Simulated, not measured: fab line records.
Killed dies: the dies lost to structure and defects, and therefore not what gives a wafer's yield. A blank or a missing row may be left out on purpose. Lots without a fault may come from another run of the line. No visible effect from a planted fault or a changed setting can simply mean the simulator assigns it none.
Comparing a struck lot with a sound one / flow gf180mcu / 16 steps out of a route of 602
Sound: these wafers, L393.1, L393.3, L393.6. Wafers struck: L407.2, L407.4, L407.5. At the end, the cause is stated.
Each step with rows lists, per side, the tool, then ch with its chambers, then its first start. Under that, the readings that differ: sound wafers / struck wafers / difference of the means / sigmas: that difference in standard deviations of wafers without a fault.
alike: readings with means less than 2 such deviations apart, plus words and numbers identical on both sides. not compared: withheld readings, readings lacking a value on some wafer, bounds such as >300 that could conceal the same value, and numbers that have no deviation in the record and whose values overlap.
Wherever a step has rows on one side only, a row that says differs or no value, or a row with sigmas, the two part there. Numbers that don't overlap but have no deviation are shown without sigmas and don't part them. A reading missing from all wafers of one side parts the sides only when that side holds two or more wafers.

GF_TOP_METAL_SPUTTER_04: material TiN, target thk 25 nm, time 20.8 s.
  sound on pvdSputter-03 at day 29 16:17; struck on pvdSputter-03 at day 33 04:46
  alike: throttleValvePct
GF_TOP_METAL_RS_MEAS_05: measurement is done with a four-point probe.
  sound on filmMetro-03 at day 29 16:18; struck on filmMetro-03 at day 33 04:49
  alike: TOP_METAL_ALCU_RS
GF_TOP_METAL_THK_MEAS_06: measures by xrf.
  sound on filmMetro-03 at day 29 16:25; struck on filmMetro-03 at day 33 04:55
  alike: TOP_METAL_ALCU_THK
then, 7 steps without rows for these wafers: GF_TOP_METAL_DEHYDRATE_07 (time 60 s); GF_TOP_METAL_HMDS_08 (prime time 60 s); GF_TOP_METAL_COAT_09 (resist thk 1500 nm); GF_TOP_METAL_SOFTBAKE_10 (time 60 s); GF_TOP_METAL_EXPOSE_11 (exposes mask MetalTop, target cd 440 nm); GF_TOP_METAL_PEB_12; GF_TOP_METAL_DEVELOP_13 (develop time 60 s).
GF_TOP_METAL_CD_MEAS_14: the cd target is 440 nm.
  sound on cdSem-02 at day 30 10:48; struck on cdSem-02 at day 33 20:26
  alike: cdNm
GF_TOP_METAL_OVL_MEAS_15:
  sound on overlay-02 at day 30 10:55; struck on overlay-02 at day 33 20:32
  alike: TOP_METAL_OVL
GF_TOP_METAL_METAL_ETCH_16: etches the open film in Cl2/BCl3, stops on SiO2, target depth 1197 nm, time 199.5 s.
  sound on rieMetal-04 ch 0,1, day 30 10:57; struck on rieMetal-04 ch 0,1, day 33 20:34
reading=biasW (W); sound=139.3 139.7 140.1; struck=183.9 183.3 183.8; difference=+44.0; sigmas=+99 or more
reading=throttleValvePct (%); sound=28.235 28.229 28.233; struck=28.218 28.212 28.207; difference=-0.020; sigmas=-2
reading=model.NOVOLAK_of_TOP_METAL_COAT_09.thkNm (nm); sound=1005 1020 1021; struck=987.1 982.1 978; difference=-32.9; sigmas=
  alike: chamberPressureMTorr, drypumpMotorCurrentA, oesProductAu
  not compared: rfHoursCounterH
GF_TOP_METAL_STRIP_17: strips in O2/N2.
  sound on plasmaAsher-02 ch 0,1, day 30 11:09; struck on plasmaAsher-01 ch 0,1, day 33 20:46
reading=stripTimeToEndpointS (s); sound=12.80 12.90 12.91; struck=12.57 12.54 12.47; difference=-0.34; sigmas=-5
  alike: chamberPressureMTorr, drypumpMotorCurrentA, heaterPowerW, oesProductAu
  not compared: rfHoursCounterH
then, 2 steps without rows for these wafers: GF_TOP_METAL_STRIP_18 (strips in post etch residue remover, time 1200 s); GF_PASSIVATION_PROBE_99.

== WHERE THEY PART ==
At GF_TOP_METAL_METAL_ETCH_16 first; at GF_TOP_METAL_STRIP_17 last (within this record only).

WHY: what had been put in by the simulator
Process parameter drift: rieMetal-04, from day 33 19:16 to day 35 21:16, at GF_TOP_METAL_METAL_ETCH_16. A move of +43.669 in setting biasW, from 140. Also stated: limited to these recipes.
